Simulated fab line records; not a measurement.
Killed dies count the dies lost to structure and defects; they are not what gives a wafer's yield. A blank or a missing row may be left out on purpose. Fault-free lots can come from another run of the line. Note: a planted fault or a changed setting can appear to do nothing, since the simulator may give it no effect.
Which of the tools did it? :: flow sky130 :: 11 lots, 33 wafers sampled, at 3 steps of a route of 708

WHAT EACH GAUGE READ, for each wafer
SKY_RES_XHIGH_TW_MEAS_09.
lot: L577
measured: day 26 11:09
on: film-metro-02
RES_XHIGH_TW: 1629 1645 1635

lot: L579
measured: day 27 05:58
on: film-metro-03
RES_XHIGH_TW: 1666 1668 1666

lot: L580
measured: day 27 09:30
on: film-metro-03
RES_XHIGH_TW: 1653 1665 1651

lot: L581
measured: day 27 17:48
on: film-metro-03
RES_XHIGH_TW: 1660 1660 1660

lot: L583
measured: day 28 14:22
on: film-metro-02
RES_XHIGH_TW: 1653 1648 1646

lot: L587
measured: day 30 20:43
on: film-metro-02
RES_XHIGH_TW: 1641 1638 1644

lot: L592
measured: day 32 03:01
on: film-metro-02
RES_XHIGH_TW: 1650 1644 1645

lot: L595
measured: day 32 12:20
on: film-metro-02
RES_XHIGH_TW: 1643 1650 1657

lot: L594
measured: day 32 16:04
on: film-metro-04
RES_XHIGH_TW: 1654 1649 1641

lot: L599
measured: day 34 01:25
on: film-metro-04
RES_XHIGH_TW: 1649 1649 1644

lot: L600
measured: day 34 04:07
on: film-metro-04
RES_XHIGH_TW: 1644 1641 1643

SKY_SD_N_CD_MEAS_07: target cd 380 nm.
lot: L577
measured: day 27 15:27
on: cd-sem-01
cd-nm (nm): 379.6 376.3 377.5

lot: L579
measured: day 28 09:38
on: cd-sem-02
cd-nm (nm): 378.4 378.2 378.7

lot: L580
measured: day 28 14:24
on: cd-sem-02
cd-nm (nm): 381.8 381.6 381.6

lot: L581
measured: day 28 21:49
on: cd-sem-02
cd-nm (nm): 382.0 383.3 380.0

lot: L583
measured: day 29 18:40
on: cd-sem-01
cd-nm (nm): 387.2 384.3 381.8

lot: L587
measured: day 31 23:58
on: cd-sem-02
cd-nm (nm): 377.4 375.4 376.7

lot: L592
measured: day 33 05:58
on: cd-sem-02
cd-nm (nm): 381.9 381.4 380.9

lot: L595
measured: day 33 15:20
on: cd-sem-02
cd-nm (nm): 383.7 382.3 381.9

lot: L594
measured: day 33 18:33
on: cd-sem-01
cd-nm (nm): 381.6 381.4 381.7

lot: L599
measured: day 35 02:22
on: cd-sem-01
cd-nm (nm): 383.8 382.6 384.9

lot: L600
measured: day 35 05:24
on: cd-sem-01
cd-nm (nm): 377.9 380.6 379.8

SKY_LI_CONTACT_BOW_MEAS_03.
lot: L577
measured: day 27 17:08
on: film-metro-03
LI_CONTACT_BOW (um): 62 56 52

lot: L579
measured: day 28 11:29
on: film-metro-04
LI_CONTACT_BOW (um): 42 45 54

lot: L580
measured: day 28 16:05
on: film-metro-02
LI_CONTACT_BOW (um): 69 52 53

lot: L581
measured: day 28 23:29
on: film-metro-03
LI_CONTACT_BOW (um): 52 58 54

lot: L583
measured: day 29 20:24
on: film-metro-02
LI_CONTACT_BOW (um): 60 59 53

lot: L587
measured: day 32 02:04
on: film-metro-03
LI_CONTACT_BOW (um): 62 53 52

lot: L592
measured: day 33 09:12
on: film-metro-04
LI_CONTACT_BOW (um): 54 56 36

lot: L595
measured: day 33 17:01
on: film-metro-02
LI_CONTACT_BOW (um): 47 60 58

lot: L594
measured: day 33 20:14
on: film-metro-03
LI_CONTACT_BOW (um): 56 62 67

lot: L599
measured: day 35 04:02
on: film-metro-03
LI_CONTACT_BOW (um): 59 59 62

lot: L600
measured: day 35 07:05
on: film-metro-02
LI_CONTACT_BOW (um): 54 53 54

EACH LOT AND THE TOOL THAT RAN IT (in order: tool; ch and the chambers of the sampled wafers; start)
No process step before these readings appears in the record.

WHAT THE TOOLS THEMSELVES READ (means of the sampled wafers that have a number; where no wafer has one, the mark that the record gives instead)
The record holds no such reading with a usual standard deviation.

THE ANSWER, worked out from the rows above alone
Rule: the lots themselves supply what counts as usual. The widest of any qualifying gaps counts: lots, ordered by their means at a reading, are off when they make up no more than a third of the lots, leave a main group of 4 or more, and stand apart from it by 3 or more times the standard deviation of that group's means. A main group is skipped when, at the precision printed for the reading in the tables above, its means are all equal. A lot without any number at a reading at which 4 lots or more have one is off too. Where the step has rows for the other lots, those lots are counted as sound. First the gauges in route order, then the tools' own readings, where a lot's mean is used as printed above. The first step at which some lot is off is used, and at that step the reading that is off furthest; a lot without a number counts as furthest.
Nothing can be told from this: no lot is off at any reading shown.

WHAT THE SIMULATOR HAD INSERTED
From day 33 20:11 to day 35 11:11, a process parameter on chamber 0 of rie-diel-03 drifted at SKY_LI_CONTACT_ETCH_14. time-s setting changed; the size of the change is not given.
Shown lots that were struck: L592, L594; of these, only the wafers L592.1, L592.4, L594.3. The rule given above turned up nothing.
